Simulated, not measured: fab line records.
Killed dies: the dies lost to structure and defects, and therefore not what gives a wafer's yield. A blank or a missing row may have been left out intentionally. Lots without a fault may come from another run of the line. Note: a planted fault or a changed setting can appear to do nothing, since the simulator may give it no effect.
Chamber matching | flow gf180mcu | GF_HV_LDD_ETCHBACK_58 on rie diel-02 has 4 sister chambers
The step etches Si3N4 in CH3F/O2, stops on SiO2, time 100 s, target depth 90 nm. 14 wafers are shown with their chamber, then 7 later ones without.

== WAFERS PAIRED WITH THEIR CHAMBERS ==
wafer  | chamber | drypump motor current A (A) | O2_flow_sccm (sccm) | throttle valve pct (%)
L117.2 | 0       | 6.05                        | 30.16               | 10.564
L117.5 | 2       | 5.63                        | 29.97               | 10.547
L117.6 | 3       | 5.97                        | 30.00               | 10.559
L121.1 | 3       | 5.97                        | 30.01               | 10.549
L121.2 | 2       | 5.61                        | 30.15               | 10.552
L121.3 | 1       | 5.92                        | 29.90               | 10.547
L126.2 | 1       | 5.88                        | 29.87               | 10.549
L126.3 | 0       | 6.04                        | 30.09               | 10.556
L126.5 | 2       | 5.58                        | 30.05               | 10.562
L132.1 | 0       | 6.04                        | 30.07               | 10.560
L132.2 | 3       | 5.99                        | 29.99               | 10.563
L132.4 | 2       | 5.61                        | 29.90               | 10.573
L133.1 | 0       | 6.08                        | 30.19               | 10.576
L133.3 | 1       | 5.91                        | 29.85               | 10.556

SIGNATURES (means of the wafers above)
reading                 | chamber 0 | chamber 1 | chamber 2 | chamber 3 | scatter within a chamber
drypump motor current A | 6.0525    | 5.9033    | 5.6075    | 5.9767    | 0.0187
O2_flow_sccm            | 30.1275   | 29.8733   | 30.0175   | 30.0000   | 0.0677
throttle valve pct      | 10.56400  | 10.55067  | 10.55850  | 10.55700  | 0.00877
Rule: a wafer lies at a distance from a chamber equal to the root of the sum of squares, over the readings, of (its reading less the chamber's mean, divided by the reading's scatter). If the next closest chamber is less than 2 further off than the closest, the wafer can't be placed; otherwise it belongs to the closest. How the scatter is found: for the shown wafers, subtract from each reading the mean of its chamber, square and add these, divide the total by (wafers less chambers), then take the root.

== WAFERS WHOSE CHAMBER IS MISSING ==
wafer  | drypump motor current A (A) | O2_flow_sccm (sccm) | throttle valve pct (%)
L133.4 | 5.61                        | 29.99               | 10.573
L134.1 | 5.55                        | 29.96               | 10.574
L134.3 | 5.97                        | 29.88               | 10.556
L134.6 | 5.59                        | 30.01               | 10.549
L135.3 | 5.90                        | 30.01               | 10.545
L135.5 | 5.98                        | 29.97               | 10.571
L135.6 | 5.61                        | 29.94               | 10.553

== WHICH CHAMBER EACH WENT THROUGH ==
wafer  | from the rows above     | in truth
L133.4 | 2                       | 2
L134.1 | 2                       | 2
L134.3 | can't be placed: 3 or 1 | 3
L134.6 | 2                       | 2
L135.3 | 1                       | 1
L135.5 | 3                       | 3
L135.6 | 2                       | 2
Correctly placed: 6 of 7. Unplaceable from these rows: 1, with the true chamber sitting among the candidates in 1. Placed wrongly: 0.
